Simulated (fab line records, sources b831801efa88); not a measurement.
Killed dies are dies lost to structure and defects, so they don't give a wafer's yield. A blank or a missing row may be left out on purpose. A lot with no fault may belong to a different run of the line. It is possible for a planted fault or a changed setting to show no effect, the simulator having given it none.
fab line records    flow sky130    part 1 of 2: steps 1 to 42 of 43
[record] lots = 6  wafers = 18  last_day = 49
route steps=708 shown VIA1@474 METAL2@483 VIA2@507 PAD_OPEN@708
lots that met no fault: from a run of the same line without faults
start_h: hours from the record's first day to the start of the lot's first wafer shown    wait_h: hours from the lot's prior step to this one    " unchanged from the row above    L1.1+2: one row covering several wafers at once    - no value, or no start was given    * or withheld: withheld    < > ~ a bound
route shown NAME@n: NAME is a module with steps in the file, n the number in the route of the first one    usual: mean/standard deviation taken from wafers without a fault    same: alike in all rows    chamber/n: place in a boat    sites: each site's reading    _std_site: their standard deviation    _edge_site: inner sites' mean taken away from outer sites' mean    radius_mm: how far each site lies from the wafer's centre    mask NAME#n: copy n    behind: the last tool/chamber to shape the wafer    hold: reason for holding the lot/hours on hold/outcome of the hold    device: transistor that didn't switch, given as n, p or np    end of line: tests of these same wafers at the route's end    where a step has no rows: the recipe by itself    killed: at the first sort, the dies lost to defects and structure; wafer yield is something else    map: shows each die of a wafer: x if killed, . if not, _ if none is there
set.NAME: the setting the step ran with; set.NAME@STEP: the setting that earlier step ran with    model.NAME: the simulator's own value behind a step, which no gauge read
certain route steps with their lots: each step a table, each wafer a row
services: when a tool's chamber went out of use (start_h, in hours from the record's first day, below 0 if earlier), for how many hours, and the reason
[[steps]]
[step SKY_VIA1_STRIP_16]
[recipe] chemistry = O2/N2  power_w = 1400  pressure_mtorr = 1500  platen_temp_c = withheld  o2_flow_sccm = 3000  n2_flow_sccm = 300  overash_fraction = 0.5
[usual] drypump_motor_current_A = 5.6/0.64  oes_product_au = 0.415/0.004  strip_time_to_endpoint_s = 4.435/0.029
lot.wafer  tool             chamber  start_h  wait_h  drypump_motor_current_A  oes_product_au  rf_hours_counter_h  strip_time_to_endpoint_s
L853.3     plasma_asher-03  1        794.63   0.1     5.8                      0.405           -                   4.387
L853.4     "                0        "        "       5.5                      0.414           -                   4.451
L853.6     "                1        "        "       5.8                      0.417           -                   4.431
L854.2     plasma_asher-03  0        810.67   0.0     5.4                      0.419           37                  4.469
L854.3     "                1        "        "       5.8                      0.417           -                   4.458
L854.6     "                1        "        "       5.8                      0.415           -                   4.413
L856.1     plasma_asher-02  0        818.72   0.0     6.1                      0.414           8                   4.462
L856.3     "                0        "        "       6.1                      0.414           -                   4.394
L856.6     "                1        "        "       4.8                      0.412           -                   4.467
L868.3     plasma_asher-02  0        913.20   0.1     6.1                      0.416           -                   4.397
L868.4     "                1        "        "       4.8                      0.418           -                   4.458
L868.5     "                0        "        "       6.1                      0.412           -                   4.422
L869.3     plasma_asher-01  1        920.69   0.1     5.0                      0.412           -                   4.385
L869.4     "                0        "        "       6.6                      0.414           -                   4.399
L869.6     "                1        "        "       5.0                      0.415           -                   4.421
L873.1     plasma_asher-02  0        943.00   0.0     6.1                      0.417           20                  4.441
L873.2     "                1        "        "       4.8                      0.423           20                  4.398
L873.3     "                1        "        "       4.8                      0.412           -                   4.443
[step SKY_VIA1_STRIP_17]
[recipe] chemistry = post_etch_residue_remover  time_s = 1200  temp_c = 72.5
[step SKY_VIA1_CLEAN_18]
[recipe] chemistry = IPA  time_s = 180  temp_c = 25
[step SKY_VIA1_CLEAN_19]
[recipe] chemistry = O3/DIW  dry = n2_spin
[step SKY_VIA1_SPUTTER_20]
[recipe] material = TiN  target_thk_nm = 20  chamber_pressure_pa = 5  power_w = 4000  time_s = 80
[step SKY_VIA1_CVD_21]
[recipe] material = W  target_thk_nm = 270  time_s = 80.902  temp_c = 400  pressure_torr = 40
[usual] heater_power_w = 834/62
lot.wafer  tool      chamber  start_h  wait_h  heater_power_w
L853.3     cvd_w-01  1        795.63   0.1     919
L853.4     "         0        "        "       828
L853.6     "         1        "        "       919
L854.2     cvd_w-01  1        811.41   0.0     909
L854.3     "         0        "        "       851
L854.6     "         1        "        "       922
L856.1     cvd_w-02  1        819.37   0.0     846
L856.3     "         0        "        "       764
L856.6     "         1        "        "       837
L868.3     cvd_w-01  0        914.20   0.1     850
L868.4     "         1        "        "       916
L868.5     "         1        "        "       912
L869.3     cvd_w-02  0        921.44   0.1     736
L869.4     "         1        "        "       878
L869.6     "         0        "        "       713
L873.1     cvd_w-02  1        943.70   0.0     858
L873.2     "         0        "        "       741
L873.3     "         1        "        "       894
[step SKY_VIA1_RS_MEAS_22]
[recipe] thk_meas_gauge = four-point-probe  reads = W_of_VIA1_CVD_21+TiN_of_VIA1_SPUTTER_20
[usual] VIA1_W_RS = 0.422/0.0095
lot.wafer  tool           chamber  start_h  wait_h  VIA1_W_RS[ohm/sq]
L853.3     film_metro-01  -        795.73   0.1     0.430
L853.4     "              -        "        "       0.426
L853.6     "              -        "        "       0.437
L854.2     film_metro-04  -        811.52   0.1     0.440
L854.3     "              -        "        "       0.431
L854.6     "              -        "        "       0.430
L856.1     film_metro-04  -        819.47   0.1     0.402
L856.3     "              -        "        "       0.419
L856.6     "              -        "        "       0.409
L868.3     film_metro-01  -        914.30   0.1     0.427
L868.4     "              -        "        "       0.430
L868.5     "              -        "        "       0.435
L869.3     film_metro-04  -        921.55   0.1     0.426
L869.4     "              -        "        "       0.411
L869.6     "              -        "        "       0.426
L873.1     film_metro-01  -        943.79   0.1     0.414
L873.2     "              -        "        "       0.430
L873.3     "              -        "        "       0.416
[step SKY_VIA1_THK_MEAS_23]
[recipe] thk_meas_gauge = xrf  reads = W_of_VIA1_CVD_21
[usual] VIA1_W_THK = 268/6.2
lot.wafer  tool           chamber  start_h  wait_h  VIA1_W_THK[nm]
L853.3     film_metro-01  -        795.83   0.1     266
L853.4     "              -        "        "       269
L853.6     "              -        "        "       262
L854.2     film_metro-04  -        811.63   0.1     256
L854.3     "              -        "        "       262
L854.6     "              -        "        "       261
L856.1     film_metro-04  -        819.59   0.1     280
L856.3     "              -        "        "       269
L856.6     "              -        "        "       275
L868.3     film_metro-01  -        914.40   0.1     266
L868.4     "              -        "        "       267
L868.5     "              -        "        "       262
L869.3     film_metro-04  -        921.65   0.1     263
L869.4     "              -        "        "       274
L869.6     "              -        "        "       264
L873.1     film_metro-01  -        943.91   0.1     275
L873.2     "              -        "        "       264
L873.3     "              -        "        "       274
[step SKY_VIA1_CMP_24]
[recipe] stop_on = SiO2  t_overpolish_s = 15  down_force_psi = 3.5  platen_rpm = 60  target_thk_nm = 0  pad_velocity_m_s = 0.94248
[step SKY_METAL2_SPUTTER_00]
[recipe] material = Ti  target_thk_nm = 15  power_w = 3000  time_s = 10  chamber_pressure_pa = 0.4
[step SKY_METAL2_SPUTTER_01]
[recipe] material = TiN  target_thk_nm = 20  power_w = 6500  time_s = 16.7  chamber_pressure_pa = 0.4
[step SKY_METAL2_SPUTTER_02]
[recipe] material = AlCu  target_thk_nm = 250  power_w = 10600  time_s = 13.3  chamber_pressure_pa = 0.4
[step SKY_METAL2_SPUTTER_03]
[recipe] material = Ti  target_thk_nm = 5  power_w = 3000  time_s = 3.3  chamber_pressure_pa = 0.4
[usual] throttle_valve_pct = 30.5/0.6
lot.wafer  tool            chamber  start_h  wait_h  throttle_valve_pct
L853.3     pvd_sputter-02  -        796.24   0.0     30.1
L853.4     "               -        "        "       30.4
L853.6     "               -        "        "       30.3
L854.2     pvd_sputter-03  -        812.06   0.0     31.3
L854.3     "               -        "        "       30.7
L854.6     "               -        "        "       30.6
L856.1     pvd_sputter-04  -        820.02   0.0     30.0
L856.3     "               -        "        "       30.5
L856.6     "               -        "        "       29.8
L868.3     pvd_sputter-03  -        914.82   0.0     30.6
L868.4     "               -        "        "       30.5
L868.5     "               -        "        "       30.6
L869.3     pvd_sputter-03  -        922.06   0.0     31.5
L869.4     "               -        "        "       30.9
L869.6     "               -        "        "       30.7
L873.1     pvd_sputter-02  -        944.34   0.0     29.6
L873.2     "               -        "        "       30.4
L873.3     "               -        "        "       29.3
[step SKY_METAL2_SPUTTER_04]
[recipe] material = TiN  target_thk_nm = 70  power_w = 6500  time_s = 58.3  chamber_pressure_pa = 0.4
[usual] throttle_valve_pct = 30.5/0.61
lot.wafer  tool            chamber  start_h  wait_h  throttle_valve_pct
L853.3     pvd_sputter-02  -        796.26   0.0     30.0
L853.4     "               -        "        "       30.4
L853.6     "               -        "        "       30.1
L854.2     pvd_sputter-03  -        812.08   0.0     31.5
L854.3     "               -        "        "       30.5
L854.6     "               -        "        "       30.6
L856.1     pvd_sputter-04  -        820.04   0.0     29.7
L856.3     "               -        "        "       30.2
L856.6     "               -        "        "       29.8
L868.3     pvd_sputter-03  -        914.83   0.0     30.4
L868.4     "               -        "        "       30.6
L868.5     "               -        "        "       30.6
L869.3     pvd_sputter-03  -        922.08   0.0     31.6
L869.4     "               -        "        "       30.9
L869.6     "               -        "        "       30.5
L873.1     pvd_sputter-02  -        944.36   0.0     30.1
L873.2     "               -        "        "       30.3
L873.3     "               -        "        "       29.2
[step SKY_METAL2_RS_MEAS_05]
[recipe] thk_meas_gauge = four-point-probe  reads = TiN_of_METAL2_SPUTTER_04+Ti_of_METAL2_SPUTTER_03+AlCu_of_METAL2_SPUTTER_02+TiN_of_METAL2_SPUTTER_01+Ti_of_METAL2_SPUTTER_00
[usual] METAL2_ALCU_RS = 0.1265/0.002
lot.wafer  tool           chamber  start_h  wait_h  METAL2_ALCU_RS[ohm/sq]
L853.3     film_metro-04  -        796.35   0.1     0.1286
L853.4     "              -        "        "       0.1244
L853.6     "              -        "        "       0.1285
L854.2     film_metro-02  -        812.14   0.0     0.1270
L854.3     "              -        "        "       0.1271
L854.6     "              -        "        "       0.1275
L856.1     film_metro-03  -        820.08   0.0     0.1286
L856.3     "              -        "        "       0.1261
L856.6     "              -        "        "       0.1269
L868.3     film_metro-04  -        914.92   0.1     0.1253
L868.4     "              -        "        "       0.1273
L868.5     "              -        "        "       0.1266
L869.3     film_metro-03  -        922.17   0.1     0.1265
L869.4     "              -        "        "       0.1249
L869.6     "              -        "        "       0.1282
L873.1     film_metro-04  -        944.41   0.0     0.1293
L873.2     "              -        "        "       0.1260
L873.3     "              -        "        "       0.1279
[step SKY_METAL2_THK_MEAS_06]
[recipe] thk_meas_gauge = xrf  reads = AlCu_of_METAL2_SPUTTER_02
[usual] METAL2_ALCU_THK = 247/3.9
lot.wafer  tool           chamber  start_h  wait_h  METAL2_ALCU_THK[nm]
L853.3     film_metro-04  -        796.45   0.1     242
L853.4     "              -        "        "       248
L853.6     "              -        "        "       243
L854.2     film_metro-02  -        812.25   0.1     244
L854.3     "              -        "        "       245
L854.6     "              -        "        "       247
L856.1     film_metro-03  -        820.20   0.1     244
L856.3     "              -        "        "       250
L856.6     "              -        "        "       248
L868.3     film_metro-04  -        915.02   0.1     247
L868.4     "              -        "        "       244
L868.5     "              -        "        "       246
L869.3     film_metro-03  -        922.27   0.1     247
L869.4     "              -        "        "       249
L869.6     "              -        "        "       246
L873.1     film_metro-04  -        944.53   0.1     241
L873.2     "              -        "        "       248
L873.3     "              -        "        "       244
[step SKY_METAL2_DEHYDRATE_07]
[recipe] temp_c = 200  time_s = 60
[step SKY_METAL2_HMDS_08]
[recipe] prime_time_s = 60  prime_temp_c = 120
[step SKY_METAL2_COAT_09]
[recipe] resist = BARC  temp_c = withheld  time_s = withheld  spin_rpm = 3000  resist_thk_nm = 60
[step SKY_METAL2_COAT_10]
[recipe] resist = KrF-thick  spin_rpm = 3000  resist_thk_nm = 450
[step SKY_METAL2_SOFTBAKE_11]
[recipe] temp_c = 100  time_s = 90  resist = KrF-thick
[step SKY_METAL2_EXPOSE_12]
[recipe] mask_id = MM2  na = 0.8  source_shape = annular  sigma_inner = 0.55  sigma_outer = 0.85  target_cd_nm = 140  dose_mj = 28
[step SKY_METAL2_PEB_13]
[recipe] peb_temp_c = withheld  peb_time_s = withheld  resist = KrF-thick
[step SKY_METAL2_DEVELOP_14]
[recipe] develop_time_s = 60  resist = KrF-thick  dev_temp_c = 19.77
[step SKY_METAL2_CD_MEAS_15]
[recipe] target_cd_nm = 140
[usual] cd_nm = 139.7/1.2
lot.wafer  tool       chamber  start_h  wait_h  cd_nm
L853.3     cd_sem-02  -        822.84   -       137.4
L853.4     "          -        "        "       139.7
L853.6     "          -        "        "       138.7
L854.2     cd_sem-01  -        837.86   -       140.6
L854.3     "          -        "        "       140.2
L854.6     "          -        "        "       138.9
L856.1     cd_sem-02  -        846.15   -       140.7
L856.3     "          -        "        "       140.5
L856.6     "          -        "        "       141.0
L868.3     cd_sem-01  -        940.08   -       141.9
L868.4     "          -        "        "       142.9
L868.5     "          -        "        "       140.4
L869.3     cd_sem-01  -        946.59   -       140.4
L869.4     "          -        "        "       138.6
L869.6     "          -        "        "       139.6
L873.1     cd_sem-01  -        968.51   -       140.9
L873.2     "          -        "        "       140.2
L873.3     "          -        "        "       140.2
[step SKY_METAL2_OVL_MEAS_16]
[usual] METAL2_OVL = -1/5.6
lot.wafer  tool        chamber  start_h  wait_h  METAL2_OVL[nm]
L853.3     overlay-02  -        822.94   0.1     -4
L853.4     "           -        "        "       -4
L853.6     "           -        "        "       7
L854.2     overlay-02  -        837.97   0.1     -2
L854.3     "           -        "        "       -9
L854.6     "           -        "        "       -1
L856.1     overlay-01  -        846.27   0.1     -1
L856.3     "           -        "        "       -6
L856.6     "           -        "        "       -10
L868.3     overlay-02  -        940.18   0.1     3
L868.4     "           -        "        "       4
L868.5     "           -        "        "       -1
L869.3     overlay-02  -        946.69   0.1     -11
L869.4     "           -        "        "       -4
L869.6     "           -        "        "       -2
L873.1     overlay-01  -        968.63   0.1     0
L873.2     "           -        "        "       -4
L873.3     "           -        "        "       -3
[step SKY_METAL2_DESCUM_17]
[recipe] chemistry = O2  source_power_w = 150  bias_power_w = 0  pressure_mtorr = 10  temp_c = 40  time_s = 8
[step SKY_METAL2_ETCH_18]
[recipe] chemistry = N2/H2  target = BARC  ion_energy_ev = 200  bias_w = 100  pressure_mtorr = 30  n2_flow_sccm = 100  h2_flow_sccm = 200  icp_w = 500  stop_on = SiO2  time_s = 45.9  target_depth_a = 600
[step SKY_METAL2_METAL_ETCH_19]
[recipe] target_depth_a = 3600  stop_on = SiO2  over_etch_frac = 0.3  time_s = 78  chemistry = Cl2/BCl3  resist_sidewall_deg = 88  pressure_mtorr = 10  icp_w = 900  bias_w = 48.5  Cl2_flow_sccm = 60  bcl3_flow_sccm = 30
[usual] drypump_motor_current_A = 5.9/0.48  oes_product_au = 0.854/0.0073  rf_fwd_power_W = 893.0/2.9  throttle_valve_pct = 22.263/0.0097
lot.wafer  tool          chamber  start_h  wait_h  drypump_motor_current_A  oes_product_au  rf_fwd_power_W  rf_hours_counter_h  throttle_valve_pct
L853.3     rie_metal-03  1        823.08   0.1     5.0                      0.847           893.9           -                   22.271
L853.4     "             0        "        "       6.4                      0.871           891.7           -                   22.248
L853.6     "             1        "        "       5.0                      0.858           896.4           -                   22.260
L854.2     rie_metal-03  0        838.09   0.0     6.4                      0.864           893.7           3                   22.262
L854.3     "             0        "        "       6.4                      0.851           889.5           -                   22.267
L854.6     "             0        "        "       6.4                      0.848           892.0           -                   22.250
L856.1     rie_metal-02  0        846.40   0.0     6.1                      0.844           890.3           15                  22.262
L856.3     "             0        "        "       6.1                      0.856           887.9           -                   22.252
L856.6     "             0        "        "       6.1                      0.852           888.3           -                   22.266
L868.3     rie_metal-04  1        940.32   0.1     6.2                      0.861           894.9           -                   22.259
L868.4     "             0        "        "       6.1                      0.859           893.8           -                   22.256
L868.5     "             0        "        "       6.1                      0.858           893.8           -                   22.266
L869.3     rie_metal-04  1        946.83   0.1     6.2                      0.857           894.7           -                   22.261
L869.4     "             0        "        "       6.1                      0.861           893.7           -                   22.262
L869.6     "             0        "        "       6.1                      0.862           890.2           -                   22.263
L873.1     rie_metal-04  1        968.77   0.0     6.2                      0.854           894.9           11                  22.273
L873.2     "             0        "        "       6.1                      0.851           890.7           14                  22.292
L873.3     "             0        "        "       6.1                      0.849           893.1           -                   22.253
[step SKY_METAL2_STRIP_20]
[recipe] chemistry = O2/N2  power_w = 1400  pressure_mtorr = 1500  platen_temp_c = withheld  o2_flow_sccm = 3000  n2_flow_sccm = 300  overash_fraction = 0.5
[usual] drypump_motor_current_A = 6.0/0.54  oes_product_au = 0.344/0.0052  strip_time_to_endpoint_s = 2.72/0.065
lot.wafer  tool             chamber  start_h  wait_h  drypump_motor_current_A  oes_product_au  rf_hours_counter_h  strip_time_to_endpoint_s
L853.3     plasma_asher-04  0        823.18   0.1     6.4                      0.338           -                   2.71
L853.4     "                1        "        "       6.2                      0.345           -                   2.60
L853.6     "                0        "        "       6.4                      0.341           -                   2.68
L854.2     plasma_asher-03  1        838.18   0.1     5.8                      0.341           40                  2.62
L854.3     "                1        "        "       5.8                      0.340           -                   2.65
L854.6     "                0        "        "       5.4                      0.340           -                   2.66
L856.1     plasma_asher-04  1        846.49   0.1     6.2                      0.346           93                  2.81
L856.3     "                1        "        "       6.2                      0.346           -                   2.78
L856.6     "                1        "        "       6.2                      0.347           -                   2.79
L868.3     plasma_asher-04  1        940.42   0.1     6.2                      0.345           -                   2.78
L868.4     "                0        "        "       6.3                      0.343           -                   2.71
L868.5     "                1        "        "       6.2                      0.352           -                   2.72
L869.3     plasma_asher-01  1        946.93   0.1     5.1                      0.339           -                   2.73
L869.4     "                0        "        "       6.6                      0.346           -                   2.68
L869.6     "                1        "        "       5.0                      0.339           -                   2.68
L873.1     plasma_asher-04  0        968.86   0.1     6.4                      0.351           108                 2.76
L873.2     "                1        "        "       6.2                      0.336           108                 2.67
L873.3     "                0        "        "       6.4                      0.343           -                   2.68
[step SKY_METAL2_STRIP_21]
[recipe] chemistry = post_etch_residue_remover  time_s = 1200  temp_c = 72.5
[step SKY_METAL2_CLEAN_22]
[recipe] chemistry = IPA  time_s = 180  temp_c = 25
[step SKY_METAL2_CLEAN_23]
[recipe] chemistry = O3/DIW  dry = n2_spin
[step SKY_VIA2_HDPCVD_00]
[recipe] material = SiO2  target_thk_nm = 1180  sigma_open_frac = 0.3  time_s = 196.7  temp_c = 400  sih4_flow_sccm = 60  pressure_mtorr = 6
[step SKY_VIA2_THK_MEAS_01]
[recipe] reads = SiO2_of_VIA2_HDPCVD_00
[usual] VIA2_HDPCVD_THK = 1178/12
lot.wafer  tool           chamber  start_h  wait_h  VIA2_HDPCVD_THK[nm]
L853.3     film_metro-02  -        824.00   0.1     1163
L853.4     "              -        "        "       1174
L853.6     "              -        "        "       1178
L854.2     film_metro-03  -        839.25   0.1     1179
L854.3     "              -        "        "       1172
L854.6     "              -        "        "       1183
L856.1     film_metro-02  -        847.26   0.1     1196
L856.3     "              -        "        "       1181
L856.6     "              -        "        "       1173
L868.3     film_metro-01  -        941.17   0.1     1165
L868.4     "              -        "        "       1165
L868.5     "              -        "        "       1168
L869.3     film_metro-03  -        947.63   0.1     1188
L869.4     "              -        "        "       1179
L869.6     "              -        "        "       1142
L873.1     film_metro-02  -        969.57   0.1     1173
L873.2     "              -        "        "       1182
L873.3     "              -        "        "       1186
[step SKY_VIA2_CMP_02]
[recipe] material = SiO2  down_force_psi = 4  platen_rpm = 60  pad_velocity_m_s = 0.94248
[step SKY_VIA2_BOW_MEAS_03]
[recipe] mode = bow
[usual] VIA2_BOW = 87/7.5
lot.wafer  tool           chamber  start_h  wait_h  VIA2_BOW[um]
L853.3     film_metro-01  -        824.38   0.1     87
L853.4     "              -        "        "       72
L853.6     "              -        "        "       99
L854.2     film_metro-03  -        839.70   0.2     89
L854.3     "              -        "        "       96
L854.6     "              -        "        "       87
L856.1     film_metro-02  -        847.62   0.2     72
L856.3     "              -        "        "       75
L856.6     "              -        "        "       89
L868.3     film_metro-02  -        941.68   0.3     87
L868.4     "              -        "        "       97
L868.5     "              -        "        "       95
L869.3     film_metro-02  -        948.03   0.2     78
L869.4     "              -        "        "       87
L869.6     "              -        "        "       88
L873.1     film_metro-02  -        969.93   0.2     89
L873.2     "              -        "        "       89
L873.3     "              -        "        "       87
[step SKY_VIA2_DEHYDRATE_04]
[recipe] temp_c = 200  time_s = 60
[step SKY_VIA2_HMDS_05]
[recipe] prime_time_s = 60  prime_temp_c = 120
[step SKY_VIA2_COAT_06]
[recipe] resist = BARC  temp_c = withheld  time_s = withheld  spin_rpm = 3000  resist_thk_nm = 60
[step SKY_VIA2_COAT_07]
[recipe] resist = KrF-thick  spin_rpm = 3000  resist_thk_nm = 450
[step SKY_VIA2_SOFTBAKE_08]
[recipe] temp_c = 100  time_s = 90  resist = KrF-thick
